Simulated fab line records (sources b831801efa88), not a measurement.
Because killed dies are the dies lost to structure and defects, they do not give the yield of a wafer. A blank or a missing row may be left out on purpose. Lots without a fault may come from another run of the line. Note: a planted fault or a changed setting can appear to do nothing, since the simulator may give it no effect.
fab line records	flow sky130
record lots=6	wafers=18	last_day=50
route steps=708 shown SONOS_ONO@168
lots untouched by any fault: they come from a run of this same line in which no faults occurred
start_h: hours from the record's opening day to when the first of the lot's shown wafers began	wait_h: time in hours since the lot's previous step	" repeats the value in the row above	L1.1+2: one row covering several wafers at once	- no value, or no start given	* or withheld: withheld	< > ~ a bound
route shown NAME@n: names a module that has steps shown in the file, with the first one's number in the route	usual: average and standard deviation across the fault-free wafers	same: alike in all rows	chamber/n: place in a boat	sites: the reading at each site	_std_site: the values' standard deviation	_edge_site: outer sites' mean less inner sites'	radius_mm: for every site, how far away it sits from the centre of the wafer	mask NAME#n: copy n	behind: the last tool/chamber to shape the wafer	hold: what put the lot on hold/how long, in hours/how the hold closed	device: transistor that didn't switch, given as n, p or np	end of line: the tests these same wafers got at the end of their route	step lacking rows: just its recipe	killed: not the wafer's yield, but the dies lost to structure and defects at the first sort	map: a wafer's dies, marking killed ones x, the rest . and places with no die _
set.NAME: the setting as run; set.NAME@STEP: as run at that earlier step	model.NAME: the simulator's own value behind a step, which no gauge read
certain route steps with their lots: each step a table, each wafer a row
## steps
# step SKY_SONOS_ONO_OXIDATION_00
# recipe temp_c=800	ambient=O2	idle_temp_c=700	ramp_up_c_per_min=10	ramp_down_c_per_min=3	stabilise_s=600	purge_s=300	target_thk_a=26	ox_time_s=1249
# step SKY_SONOS_ONO_THK_MEAS_01
# recipe reads=SiO2_of_SONOS_ONO_OXIDATION_00
# usual SONOS_ONO_OXIDATION_THK=2.57/0.054
lot.wafer	tool	chamber	start_h	wait_h	SONOS_ONO_OXIDATION_THK[nm]
L186.2	film_metro-03	-	256.52	0.0	2.47
L186.3	"	-	"	"	2.50
L186.6	"	-	"	"	2.49
L194.1	film_metro-04	-	323.65	0.0	2.54
L194.4	"	-	"	"	2.55
L194.5	"	-	"	"	2.52
L198.1	film_metro-04	-	360.10	0.0	2.54
L198.3	"	-	"	"	2.57
L198.5	"	-	"	"	2.61
L199.3	film_metro-04	-	381.20	0.0	2.54
L199.4	"	-	"	"	2.57
L199.5	"	-	"	"	2.51
L207.2	film_metro-03	-	430.98	0.0	2.55
L207.5	"	-	"	"	2.56
L207.6	"	-	"	"	2.54
L208.1	film_metro-01	-	435.86	0.0	2.53
L208.3	"	-	"	"	2.55
L208.4	"	-	"	"	2.59
# step SKY_SONOS_ONO_CVD_02
# recipe material=Si3N4	precursor=DCS/NH3	target_thk_nm=10.5	temp_c=770	time_s=180	pressure_mtorr=250
# step SKY_SONOS_ONO_THK_MEAS_03
# recipe reads=Si3N4_of_SONOS_ONO_CVD_02
# usual SONOS_ONO_CVD_02_THK=10.53/0.13
lot.wafer	tool	chamber	start_h	wait_h	SONOS_ONO_CVD_02_THK[nm]
L186.2	film_metro-03	-	257.63	0.0	10.90
L186.3	"	-	"	"	10.69
L186.6	"	-	"	"	10.61
L194.1	film_metro-04	-	326.40	0.0	10.63
L194.4	"	-	"	"	10.73
L194.5	"	-	"	"	10.66
L198.1	film_metro-01	-	361.21	0.0	10.51
L198.3	"	-	"	"	10.45
L198.5	"	-	"	"	10.49
L199.3	film_metro-04	-	383.43	0.0	10.48
L199.4	"	-	"	"	10.37
L199.5	"	-	"	"	10.42
L207.2	film_metro-01	-	433.36	0.0	10.40
L207.5	"	-	"	"	10.27
L207.6	"	-	"	"	10.23
L208.1	film_metro-03	-	437.71	0.0	10.58
L208.3	"	-	"	"	10.54
L208.4	"	-	"	"	10.52
# step SKY_SONOS_ONO_CVD_04
# recipe material=SiO2	precursor=SiH4/N2O	target_thk_nm=5.7199	temp_c=900	pressure_mtorr=400
# step SKY_SONOS_ONO_THK_MEAS_05
# recipe reads=SiO2_of_SONOS_ONO_CVD_04
# usual SONOS_ONO_CVD_04_THK=5.73/0.08
lot.wafer	tool	chamber	start_h	wait_h	SONOS_ONO_CVD_04_THK[nm]
L186.2	film_metro-01	-	258.94	0.0	5.67
L186.3	"	-	"	"	5.51
L186.6	"	-	"	"	5.64
L194.1	film_metro-01	-	327.71	0.0	5.62
L194.4	"	-	"	"	5.62
L194.5	"	-	"	"	5.68
L198.1	film_metro-01	-	362.52	0.0	5.85
L198.3	"	-	"	"	5.80
L198.5	"	-	"	"	5.87
L199.3	film_metro-03	-	384.74	0.0	5.86
L199.4	"	-	"	"	5.80
L199.5	"	-	"	"	5.90
L207.2	film_metro-03	-	434.67	0.0	5.62
L207.5	"	-	"	"	5.64
L207.6	"	-	"	"	5.73
L208.1	film_metro-01	-	439.02	0.0	5.76
L208.3	"	-	"	"	5.73
L208.4	"	-	"	"	5.67
# step SKY_SONOS_ONO_DEHYDRATE_06
# recipe temp_c=200	time_s=60
# step SKY_SONOS_ONO_HMDS_07
# recipe prime_time_s=60	prime_temp_c=120
# step SKY_SONOS_ONO_COAT_08
# recipe resist=NOVOLAK	spin_rpm=3000	resist_thk_nm=1140
# step SKY_SONOS_ONO_SOFTBAKE_09
# recipe temp_c=90	time_s=60	resist=NOVOLAK
# step SKY_SONOS_ONO_EXPOSE_10
# recipe mask_id=ONOM	target_cd_nm=410	na=0.6	source_shape=conventional	sigma_outer=0.6	dose_mj=150
# step SKY_SONOS_ONO_PEB_11
# recipe temp_c=withheld	time_s=*	resist=NOVOLAK
# step SKY_SONOS_ONO_DEVELOP_12
# recipe develop_time_s=60	dev_temp_c=23
# usual chill_plate_temp_C=22.99/0.1	develop_time_s=60/0	developer_temp_C=22.98/0.11
lot.wafer	tool	chamber	start_h	wait_h	chill_plate_temp_C	develop_time_s	developer_temp_C
L186.2	litho_track-03	0	283.85	0.1	23.09	60	22.95
L186.3	"	0	"	"	23.02	60	22.96
L186.6	"	0	"	"	22.93	60	22.88
L194.1	litho_track-03	0	354.07	0.1	22.83	60	22.87
L194.4	"	0	"	"	22.92	60	22.95
L194.5	"	0	"	"	22.90	60	22.89
L198.1	litho_track-01	-	390.65	0.1	-	-	-
L198.3	"	-	"	"	-	-	-
L198.5	"	-	"	"	-	-	-
L199.3	litho_track-03	-	413.17	0.1	-	-	-
L199.4	"	-	"	"	-	-	-
L199.5	"	-	"	"	-	-	-
L207.2	litho_track-01	0	465.23	0.1	23.07	60	22.95
L207.5	"	0	"	"	23.01	60	22.93
L207.6	"	0	"	"	23.09	60	23.16
L208.1	litho_track-01	0	469.15	0.1	23.05	60	22.88
L208.3	"	0	"	"	23.06	60	22.92
L208.4	"	0	"	"	22.92	60	22.69
# step SKY_SONOS_ONO_CD_MEAS_13
# recipe target_cd_nm=410
# usual cd_nm=409.9/2.3
lot.wafer	tool	chamber	start_h	wait_h	cd_nm
L186.2	cd_sem-02	-	283.99	0.1	408.8
L186.3	"	-	"	"	410.8
L186.6	"	-	"	"	410.9
L194.1	cd_sem-02	-	354.22	0.1	408.3
L194.4	"	-	"	"	407.8
L194.5	"	-	"	"	409.6
L198.1	cd_sem-01	-	390.80	0.1	-
L198.3	"	-	"	"	-
L198.5	"	-	"	"	-
L199.3	cd_sem-02	-	413.31	0.1	-
L199.4	"	-	"	"	-
L199.5	"	-	"	"	-
L207.2	cd_sem-02	-	465.37	0.1	409.1
L207.5	"	-	"	"	408.4
L207.6	"	-	"	"	406.4
L208.1	cd_sem-02	-	469.30	0.1	412.6
L208.3	"	-	"	"	410.5
L208.4	"	-	"	"	411.3
## key
first_sign step=SKY_SONOS_ONO_DEVELOP_12	reading=tool_record	direction=missing
effect none on later readings
met_at SKY_SONOS_ONO_DEVELOP_12
struck_wafers L198.1,L198.3,L198.5,L199.3,L199.4,L199.5
later_rows_left_out L198.1,L198.3,L198.5,L199.3,L199.4,L199.5
sort_left_out L198.1,L198.3,L198.5,L199.3,L199.4,L199.5
tester_left_out L198,L199
onset_between 354.07 390.65
fault kind=skipped_step_whole	tool=litho_track-01,litho_track-03	chamber=-	onset_h=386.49	steps=SKY_SONOS_ONO_DEVELOP_12	scope=struck_lots_only
# tester_left_out: of these lots the tester's yield and bins aren't shown, on N5 and GAA mostly nor the transistor test; their killed dies are dies lost to structure and defects alone, not to doping, threshold or leakage, so they don't give the yield
# sort_left_out: the simulated sort isn't trusted on such a fault, so these wafers' sort isn't shown, and their yield isn't known
# later_rows_left_out: the simulator's readings of these wafers behind a module that went badly wrong aren't trusted and aren't shown, but for the sort
